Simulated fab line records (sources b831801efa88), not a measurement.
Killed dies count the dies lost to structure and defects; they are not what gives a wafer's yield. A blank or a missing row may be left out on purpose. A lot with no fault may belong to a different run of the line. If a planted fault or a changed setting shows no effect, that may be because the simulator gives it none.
fab line records	flow sky130
record: lots: 14	wafers: 42	lastDay: 51
route steps=708 shown LOCAL_INTERCONNECT@388 CONTACT@422 METAL2@485
lots that met no fault: taken from a fault-free run of the same line
startH: start of the lot's first displayed wafer, in hours after the record's first day	waitH: hours elapsed since this lot's preceding step	" as in the row above	L1.1+2: a single row standing in for several wafers	- value missing, or start not given	* or withheld: withheld	< > ~ a bound
route shown NAME@n: a module of which the file shows steps, and the number in the route of the first	usual: mean and standard deviation over wafers with no fault	same: alike in all rows	chamber/n: place in a boat	sites: the reading at each site	_std_site: how widely they spread, as a standard deviation	_edge_site: inner sites' mean taken away from outer sites' mean	radiusMm: how far each site lies from the wafer's centre	mask NAME#n: copy n	behind: tool/chamber where the wafer was last shaped	hold: cause of the lot's hold/its duration in hours/its outcome	device: names the non-switching transistor (n, p or np)	end of line: tests of these same wafers at the route's end	a step with no rows: only its recipe	killed: not the wafer's yield, but the dies lost to structure and defects at the first sort	map: the dies of a wafer, with x for killed, . for not killed, _ for no die there
set.NAME: the run value of the setting; set.NAME@STEP: its run value at that earlier step	model.NAME: the simulator's own value behind a step, which no gauge read
route steps across a sampled set of lots; one table per step, one row per wafer
services: when a tool's chamber went out of use (startH, in hours from the record's first day, below 0 if earlier), for how many hours, and the reason
== steps ==
step: SKY_LOCAL_INTERCONNECT_RS_MEAS_01
recipe: thkMeasGauge: four-point-probe	reads: TiN_of_LOCAL_INTERCONNECT_SPUTTER_00
usual: LOCAL_INTERCONNECT_TIN_RS: 14.19/0.18
lot.wafer	tool	chamber	startH	waitH	LOCAL_INTERCONNECT_TIN_RS[ohm/sq]
L473.1	filmMetro-02	-	696.49	0.0	14.45
L473.3	"	-	"	"	14.26
L473.5	"	-	"	"	14.30
L476.2	filmMetro-02	-	719.86	0.1	13.95
L476.5	"	-	"	"	13.94
L476.6	"	-	"	"	14.00
L477.2	filmMetro-02	-	734.19	0.1	14.20
L477.4	"	-	"	"	14.33
L477.6	"	-	"	"	14.25
L478.4	filmMetro-03	-	747.55	0.1	14.55
L478.5	"	-	"	"	14.36
L478.6	"	-	"	"	14.53
L479.2	filmMetro-01	-	751.41	0.1	14.35
L479.4	"	-	"	"	14.38
L479.6	"	-	"	"	14.28
L480.1	filmMetro-02	-	758.94	0.0	14.40
L480.3	"	-	"	"	14.24
L480.5	"	-	"	"	14.08
L482.1	filmMetro-02	-	774.14	0.0	14.20
L482.5	"	-	"	"	14.27
L482.6	"	-	"	"	14.45
L484.1	filmMetro-02	-	787.18	0.0	14.28
L484.2	"	-	"	"	13.99
L484.6	"	-	"	"	13.95
L488.1	filmMetro-01	-	817.84	0.0	14.03
L488.4	"	-	"	"	14.19
L488.5	"	-	"	"	14.40
L490.2	filmMetro-03	-	836.18	0.1	14.10
L490.4	"	-	"	"	14.30
L490.6	"	-	"	"	14.12
L491.1	filmMetro-02	-	853.29	0.0	14.21
L491.2	"	-	"	"	14.22
L491.6	"	-	"	"	14.32
L492.1	filmMetro-01	-	861.89	0.0	14.13
L492.4	"	-	"	"	14.12
L492.5	"	-	"	"	14.16
L493.1	filmMetro-01	-	862.54	0.0	14.16
L493.3	"	-	"	"	14.10
L493.6	"	-	"	"	14.39
L494.4	filmMetro-01	-	873.27	0.1	14.10
L494.5	"	-	"	"	14.31
L494.6	"	-	"	"	14.44
step: SKY_CONTACT_ETCH_16
recipe: chemistry: N2/H2	target: BARC	ionEnergyEv: 200	sourceW: 500	biasW: 100	pressureMtorr: 30	n2FlowSccm: 100	h2FlowSccm: 200	stopOn: SiO2	timeS: 45.9	targetDepthA: 600
usual: drypumpMotorCurrentA: 5.7/0.5	n2FlowSccm: 100.04/0.29	oesProductAu: 0.854/0.0047	throttleValvePct: 13.226/0.01
same: timeS: 45.9
lot.wafer	tool	chamber	startH	waitH	drypumpMotorCurrentA	n2FlowSccm	oesProductAu	rfHoursCounterH	throttleValvePct
L473.1	rieDiel-02	2	755.02	0.0	5.7	100.46	0.849	22	13.232
L473.3	"	3	"	"	6.3	100.41	0.849	5	13.224
L473.5	"	0	"	"	6.2	100.03	0.853	-	13.210
L476.2	rieDiel-02	0	777.42	0.0	6.2	100.00	0.854	8	13.227
L476.5	"	0	"	"	6.2	100.33	0.853	-	13.230
L476.6	"	1	"	"	5.6	100.02	0.857	-	13.211
L477.2	rieDiel-02	2	791.02	0.0	5.7	100.28	0.846	22	13.218
L477.4	"	1	"	"	5.6	100.08	0.856	17	13.219
L477.6	"	0	"	"	6.2	99.87	0.863	-	13.214
L478.4	rieDiel-02	2	804.26	0.0	5.7	100.04	0.854	23	13.220
L478.5	"	3	"	"	6.3	100.23	0.849	-	13.213
L478.6	"	2	"	"	5.7	99.80	0.848	-	13.234
L479.2	rieDiel-03	2	808.07	0.0	5.6	100.10	0.858	17	13.225
L479.4	"	3	"	"	6.2	99.62	0.848	20	13.250
L479.6	"	2	"	"	5.6	99.65	0.842	-	13.220
L480.1	rieDiel-02	2	814.28	0.0	5.7	100.08	0.850	23	13.216
L480.3	"	1	"	"	5.6	99.86	0.862	18	13.217
L480.5	"	2	"	"	5.6	99.92	0.859	-	13.232
L482.1	rieDiel-01	2	829.77	0.0	5.9	99.59	0.855	18	13.220
L482.5	"	3	"	"	5.4	100.19	0.858	-	13.233
L482.6	"	2	"	"	5.9	99.81	0.855	-	13.236
L484.1	rieDiel-03	3	842.51	0.0	6.2	99.89	0.858	21	13.216
L484.2	"	0	"	"	6.7	99.99	0.853	21	13.217
L484.6	"	3	"	"	6.2	99.96	0.851	-	13.235
L488.1	rieDiel-02	3	873.43	0.0	6.3	100.73	0.852	8	13.213
L488.4	"	1	"	"	5.6	99.68	0.847	20	13.223
L488.5	"	1	"	"	5.6	99.78	0.846	-	13.228
L490.2	rieDiel-01	3	891.61	0.0	5.4	100.34	0.861	14	13.211
L490.4	"	2	"	"	5.9	100.04	0.854	20	13.229
L490.6	"	1	"	"	4.7	100.47	0.847	-	13.224
L491.1	rieDiel-01	1	907.37	0.0	4.7	100.60	0.851	8	13.210
L491.2	"	2	"	"	5.8	100.38	0.855	20	13.230
L491.6	"	2	"	"	5.8	100.12	0.856	-	13.224
L492.1	rieDiel-02	1	915.07	0.0	5.5	100.41	0.856	22	13.210
L492.4	"	2	"	"	5.7	100.31	0.858	27	13.228
L492.5	"	1	"	"	5.6	100.18	0.856	-	13.230
L493.1	rieDiel-01	3	917.47	0.0	5.4	99.56	0.851	15	13.233
L493.3	"	0	"	"	5.6	99.63	0.858	21	13.224
L493.6	"	3	"	"	5.4	99.66	0.855	-	13.241
L494.4	rieDiel-02	0	926.12	0.0	6.2	100.25	0.848	13	13.237
L494.5	"	3	"	"	6.3	100.22	0.854	-	13.221
L494.6	"	0	"	"	6.2	99.73	0.856	-	13.228
step: SKY_METAL2_SPUTTER_02
recipe: material: AlCu	targetThkNm: 250	powerW: 10600	timeS: 13.3	chamberPressurePa: 0.4
usual: throttleValvePct: 29.5/1
lot.wafer	tool	chamber	startH	waitH	throttleValvePct
L473.1	pvdSputter-02	-	814.03	0.0	28.2
L473.3	"	-	"	"	30.0
L473.5	"	-	"	"	28.5
L476.2	pvdSputter-01	-	834.69	0.0	30.5
L476.5	"	-	"	"	30.5
L476.6	"	-	"	"	29.4
L477.2	pvdSputter-04	-	849.37	0.0	29.5
L477.4	"	-	"	"	29.4
L477.6	"	-	"	"	29.1
L478.4	pvdSputter-02	-	862.93	0.0	27.0
L478.5	"	-	"	"	28.4
L478.6	"	-	"	"	27.1
L479.2	pvdSputter-04	-	866.08	0.0	29.2
L479.4	"	-	"	"	30.6
L479.6	"	-	"	"	30.7
L480.1	pvdSputter-04	-	873.62	0.0	30.4
L480.3	"	-	"	"	29.2
L480.5	"	-	"	"	29.2
L482.1	pvdSputter-02	-	887.79	0.0	27.1
L482.5	"	-	"	"	27.0
L482.6	"	-	"	"	30.4
L484.1	pvdSputter-02	-	900.77	0.0	30.1
L484.2	"	-	"	"	27.0
L484.6	"	-	"	"	30.1
L488.1	pvdSputter-04	-	929.43	0.0	28.4
L488.4	"	-	"	"	29.2
L488.5	"	-	"	"	28.7
L490.2	pvdSputter-04	-	947.38	0.0	28.9
L490.4	"	-	"	"	29.1
L490.6	"	-	"	"	28.8
L491.1	pvdSputter-04	-	961.99	0.0	28.7
L491.2	"	-	"	"	29.3
L491.6	"	-	"	"	30.7
L492.1	pvdSputter-04	-	969.56	0.0	29.7
L492.4	"	-	"	"	30.7
L492.5	"	-	"	"	29.5
L493.1	pvdSputter-01	-	971.99	0.0	29.8
L493.3	"	-	"	"	30.0
L493.6	"	-	"	"	30.1
L494.4	pvdSputter-01	-	980.16	0.0	30.2
L494.5	"	-	"	"	29.4
L494.6	"	-	"	"	30.2
step: SKY_METAL2_RS_MEAS_05
recipe: thkMeasGauge: four-point-probe	reads: TiN_of_METAL2_SPUTTER_04+Ti_of_METAL2_SPUTTER_03+AlCu_of_METAL2_SPUTTER_02+TiN_of_METAL2_SPUTTER_01+Ti_of_METAL2_SPUTTER_00
usual: METAL2_ALCU_RS: 0.1262/0.0015
lot.wafer	tool	chamber	startH	waitH	METAL2_ALCU_RS[ohm/sq]
L473.1	filmMetro-01	-	814.13	0.0	0.1241
L473.3	"	-	"	"	0.1241
L473.5	"	-	"	"	0.1241
L476.2	filmMetro-01	-	834.80	0.0	0.1250
L476.5	"	-	"	"	0.1256
L476.6	"	-	"	"	0.1263
L477.2	filmMetro-03	-	849.48	0.0	0.1255
L477.4	"	-	"	"	0.1271
L477.6	"	-	"	"	0.1272
L478.4	filmMetro-03	-	863.09	0.1	0.1260
L478.5	"	-	"	"	0.1264
L478.6	"	-	"	"	0.1259
L479.2	filmMetro-03	-	866.19	0.0	0.1264
L479.4	"	-	"	"	0.1279
L479.6	"	-	"	"	0.1282
L480.1	filmMetro-03	-	873.71	0.0	0.1295
L480.3	"	-	"	"	0.1280
L480.5	"	-	"	"	0.1264
L482.1	filmMetro-03	-	887.88	0.0	0.0721
L482.5	"	-	"	"	0.1250
L482.6	"	-	"	"	0.1255
L484.1	filmMetro-01	-	900.86	0.0	0.0722
L484.2	"	-	"	"	0.1237
L484.6	"	-	"	"	0.1234
L488.1	filmMetro-02	-	929.53	0.0	0.1269
L488.4	"	-	"	"	0.1268
L488.5	"	-	"	"	0.1278
L490.2	filmMetro-03	-	947.49	0.0	0.1266
L490.4	"	-	"	"	0.1264
L490.6	"	-	"	"	0.1265
L491.1	filmMetro-02	-	962.08	0.0	0.1253
L491.2	"	-	"	"	0.1258
L491.6	"	-	"	"	0.1280
L492.1	filmMetro-03	-	969.65	0.0	0.1277
L492.4	"	-	"	"	0.1289
L492.5	"	-	"	"	0.1275
L493.1	filmMetro-02	-	972.08	0.0	0.1268
L493.3	"	-	"	"	0.1265
L493.6	"	-	"	"	0.1255
L494.4	filmMetro-01	-	980.32	0.1	0.1274
L494.5	"	-	"	"	0.1286
L494.6	"	-	"	"	0.1271
step: SKY_METAL2_THK_MEAS_06
recipe: thkMeasGauge: xrf	reads: AlCu_of_METAL2_SPUTTER_02
usual: METAL2_ALCU_THK: 254/3.1
lot.wafer	tool	chamber	startH	waitH	METAL2_ALCU_THK[nm]
L473.1	filmMetro-01	-	814.25	0.1	258
L473.3	"	-	"	"	260
L473.5	"	-	"	"	259
L476.2	filmMetro-01	-	834.91	0.1	255
L476.5	"	-	"	"	254
L476.6	"	-	"	"	253
L477.2	filmMetro-03	-	849.59	0.1	256
L477.4	"	-	"	"	252
L477.6	"	-	"	"	254
L478.4	filmMetro-03	-	863.18	0.1	256
L478.5	"	-	"	"	251
L478.6	"	-	"	"	253
L479.2	filmMetro-03	-	866.30	0.1	253
L479.4	"	-	"	"	251
L479.6	"	-	"	"	251
L480.1	filmMetro-03	-	873.83	0.1	249
L480.3	"	-	"	"	250
L480.5	"	-	"	"	252
L482.1	filmMetro-03	-	888.00	0.1	440
L482.5	"	-	"	"	254
L482.6	"	-	"	"	256
L484.1	filmMetro-01	-	900.98	0.1	438
L484.2	"	-	"	"	263
L484.6	"	-	"	"	260
L488.1	filmMetro-02	-	929.65	0.1	252
L488.4	"	-	"	"	251
L488.5	"	-	"	"	250
L490.2	filmMetro-03	-	947.60	0.1	252
L490.4	"	-	"	"	256
L490.6	"	-	"	"	252
L491.1	filmMetro-02	-	962.20	0.1	254
L491.2	"	-	"	"	253
L491.6	"	-	"	"	252
L492.1	filmMetro-03	-	969.77	0.1	252
L492.4	"	-	"	"	250
L492.5	"	-	"	"	250
L493.1	filmMetro-02	-	972.20	0.1	251
L493.3	"	-	"	"	253
L493.6	"	-	"	"	255
L494.4	filmMetro-01	-	980.41	0.1	250
L494.5	"	-	"	"	250
L494.6	"	-	"	"	252
step: SKY_METAL2_DESCUM_17
recipe: chemistry: O2	sourcePowerW: 150	biasPowerW: 0	pressureMtorr: 10	tempC: 40	timeS: 8
usual: drypumpMotorCurrentA: 5.7/0.35	oesProductAu: 1.004/0.011
same: timeS: 8
lot.wafer	tool	chamber	startH	waitH	drypumpMotorCurrentA	oesProductAu	rfHoursCounterH
L473.1	rieMetal-01	0	840.96	0.0	5.7	1.011	7
L473.3	"	1	"	"	5.9	1.031	-
L473.5	"	1	"	"	5.8	1.019	-
L476.2	rieMetal-03	1	861.33	0.0	6.3	0.990	4
L476.5	"	0	"	"	5.5	0.995	-
L476.6	"	1	"	"	6.3	1.004	-
L477.2	rieMetal-04	1	877.06	0.0	5.2	0.995	7
L477.4	"	0	"	"	5.4	1.004	-
L477.6	"	0	"	"	5.4	1.007	-
L478.4	rieMetal-01	0	890.14	0.0	5.7	1.005	-
L478.5	"	1	"	"	5.9	1.020	-
L478.6	"	0	"	"	5.7	1.009	-
L479.2	rieMetal-03	0	892.56	0.0	5.5	1.002	15
L479.4	"	0	"	"	5.5	1.005	-
L479.6	"	0	"	"	5.5	1.007	-
L480.1	rieMetal-04	1	900.26	0.0	5.2	0.993	8
L480.3	"	0	"	"	5.5	1.000	-
L480.5	"	0	"	"	5.4	1.007	-
L482.1	rieMetal-01	0	913.87	0.0	5.7	1.004	10
L482.5	"	0	"	"	5.7	1.009	-
L482.6	"	1	"	"	5.9	1.016	-
L484.1	rieMetal-03	0	925.92	0.0	5.5	1.010	17
L484.2	"	1	"	"	6.3	1.001	7
L484.6	"	1	"	"	6.3	1.005	-
L488.1	rieMetal-03	0	953.97	0.0	5.5	0.993	18
L488.4	"	0	"	"	5.5	0.982	-
L488.5	"	0	"	"	5.5	0.981	-
L490.2	rieMetal-01	1	972.57	0.0	5.8	1.023	16
L490.4	"	1	"	"	5.8	1.023	-
L490.6	"	0	"	"	5.7	0.993	-
L491.1	rieMetal-04	0	986.32	0.0	5.5	1.018	17
L491.2	"	1	"	"	5.2	0.999	12
L491.6	"	1	"	"	5.2	0.991	-
L492.1	rieMetal-04	0	994.37	0.0	5.5	1.005	17
L492.4	"	1	"	"	5.2	0.992	-
L492.5	"	0	"	"	5.4	1.019	-
L493.1	rieMetal-04	1	996.53	0.0	5.2	0.991	12
L493.3	"	0	"	"	5.5	1.010	-
L493.6	"	0	"	"	5.5	1.012	-
L494.4	rieMetal-01	1	1004.28	0.0	5.9	1.014	-
L494.5	"	1	"	"	5.9	1.016	-
L494.6	"	0	"	"	5.7	1.004	-
step: SKY_METAL2_METAL_ETCH_19
recipe: targetDepthA: 3600	stopOn: SiO2	overEtchFrac: 0.3	timeS: 78	chemistry: Cl2/BCl3	resistSidewallDeg: 88	pressureMtorr: 10	icpW: 900	biasW: 48.5	Cl2_flow_sccm: 60	bcl3FlowSccm: 30
usual: drypumpMotorCurrentA: 5.7/0.34	oesProductAu: 0.856/0.006	throttleValvePct: 22.265/0.0094
same: timeS: 78
lot.wafer	tool	chamber	startH	waitH	drypumpMotorCurrentA	oesProductAu	rfHoursCounterH	throttleValvePct
L473.1	rieMetal-01	0	841.06	0.0	5.7	0.862	7	22.243
L473.3	"	1	"	"	5.9	0.859	-	22.261
L473.5	"	1	"	"	5.9	0.867	-	22.260
L476.2	rieMetal-03	1	861.42	0.0	6.3	0.857	4	22.264
L476.5	"	0	"	"	5.5	0.862	-	22.255
L476.6	"	1	"	"	6.3	0.864	-	22.271
L477.2	rieMetal-04	1	877.16	0.0	5.2	0.851	7	22.261
L477.4	"	0	"	"	5.4	0.843	-	22.256
L477.6	"	0	"	"	5.4	0.852	-	22.272
L478.4	rieMetal-01	0	890.25	0.1	5.7	0.854	-	22.251
L478.5	"	1	"	"	5.9	0.857	-	22.273
L478.6	"	0	"	"	5.7	0.853	-	22.258
L479.2	rieMetal-03	0	892.66	0.0	5.5	0.852	15	22.247
L479.4	"	0	"	"	5.5	0.849	-	22.270
L479.6	"	0	"	"	5.5	0.853	-	22.282
L480.1	rieMetal-04	1	900.36	0.0	5.2	0.847	8	22.263
L480.3	"	0	"	"	5.4	0.852	-	22.258
L480.5	"	0	"	"	5.5	0.857	-	22.265
L482.1	rieMetal-01	0	913.97	0.0	5.7	1.007	10	22.273
L482.5	"	0	"	"	5.7	0.858	-	22.289
L482.6	"	1	"	"	5.9	0.857	-	22.262
L484.1	rieMetal-03	0	926.02	0.0	5.5	0.983	17	22.269
L484.2	"	1	"	"	6.3	0.855	8	22.244
L484.6	"	1	"	"	6.3	0.867	-	22.250
L488.1	rieMetal-03	0	954.06	0.0	5.5	0.865	18	22.257
L488.4	"	0	"	"	5.5	0.859	-	22.272
L488.5	"	0	"	"	5.5	0.860	-	22.251
L490.2	rieMetal-01	1	972.67	0.0	5.8	0.859	16	22.273
L490.4	"	1	"	"	5.8	0.860	-	22.265
L490.6	"	0	"	"	5.7	0.853	-	22.272
L491.1	rieMetal-04	0	986.42	0.0	5.5	0.854	17	22.247
L491.2	"	1	"	"	5.2	0.855	12	22.268
L491.6	"	1	"	"	5.2	0.842	-	22.289
L492.1	rieMetal-04	0	994.46	0.0	5.5	0.854	17	22.265
L492.4	"	1	"	"	5.2	0.850	-	22.263
L492.5	"	0	"	"	5.5	0.860	-	22.268
L493.1	rieMetal-04	1	996.62	0.0	5.2	0.859	12	22.251
L493.3	"	0	"	"	5.5	0.862	-	22.270
L493.6	"	0	"	"	5.4	0.860	-	22.268
L494.4	rieMetal-01	1	1004.40	0.1	5.8	0.860	-	22.276
L494.5	"	1	"	"	5.8	0.852	-	22.261
L494.6	"	0	"	"	5.7	0.854	-	22.276
== services ==
tool	chamber	startH	hours	kind
rieMetal-03	1	733.84	-	clean
rieMetal-03	1	733.84	23.1	scheduledDown
rieMetal-03	1	733.84	23.1	ventCycle
rieMetal-04	0	749.16	14.2	repair
rieDiel-02	-	756.31	14.6	pm
pvdSputter-01	-	756.69	4.0	repair
rieDiel-01	3	770.21	16.2	repair
rieDiel-01	2	780.17	17.8	repair
pvdSputter-01	-	786.14	1.7	repair
rieDiel-03	2	796.38	4.5	repair
rieDiel-03	-	835.09	0.1	repair
rieMetal-04	-	842.63	0.7	repair
pvdSputter-01	-	853.43	13.4	repair
pvdSputter-02	-	863.63	7.7	repair
rieDiel-03	0	868.93	-	clean
rieMetal-04	0	882.02	5.4	repair
rieDiel-02	0	882.10	8.4	repair
rieDiel-01	3	896.30	2.6	repair
rieDiel-03	0	919.86	11.3	repair
pvdSputter-01	-	921.39	1.7	repair
rieDiel-03	1	925.90	2.8	repair
rieMetal-04	-	950.01	14.6	pm
pvdSputter-01	-	967.40	4.0	repair
rieDiel-02	3	971.26	4.9	repair
== key ==
firstSign: step: SKY_METAL2_RS_MEAS_05	reading: METAL2_ALCU_RS	direction: down	sigmas: 36	usual: 0.1262	struck: 0.0722
effect: step: SKY_METAL2_THK_MEAS_06	reading: METAL2_ALCU_THK	direction: up	sigmas: 59	usual: 254	struck: 439
effect: step: SKY_METAL2_METAL_ETCH_19	reading: oesProductAu	direction: up	sigmas: 23	usual: 0.856	struck: 0.995
metAt SKY_METAL2_SPUTTER_02
struckLots L482,L484
struckWafers L482.1,L484.1
laterRowsLeftOut L482.1,L484.1
sortLeftOut L482.1,L484.1
notActingAt SKY_LOCAL_INTERCONNECT_RS_MEAS_01,SKY_CONTACT_ETCH_16,SKY_METAL2_DESCUM_17
onsetBetween 862.93 887.79
fault: kind: processParameterDrift	tool: pvdSputter-02	chamber: -	onsetH: 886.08	steps: SKY_METAL2_SPUTTER_02	channel: targetThkNm	offset: 180.21	shape: step	endH: 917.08	scope: struckWafersOnly	actsIn: theseRecipesOnly	stated: 250
sortLeftOut: the simulated sort isn't trusted on such a fault, so these wafers' sort isn't shown, and their yield isn't known
laterRowsLeftOut: the simulator's readings of these wafers behind a module that went badly wrong aren't trusted and aren't shown, but for the sort
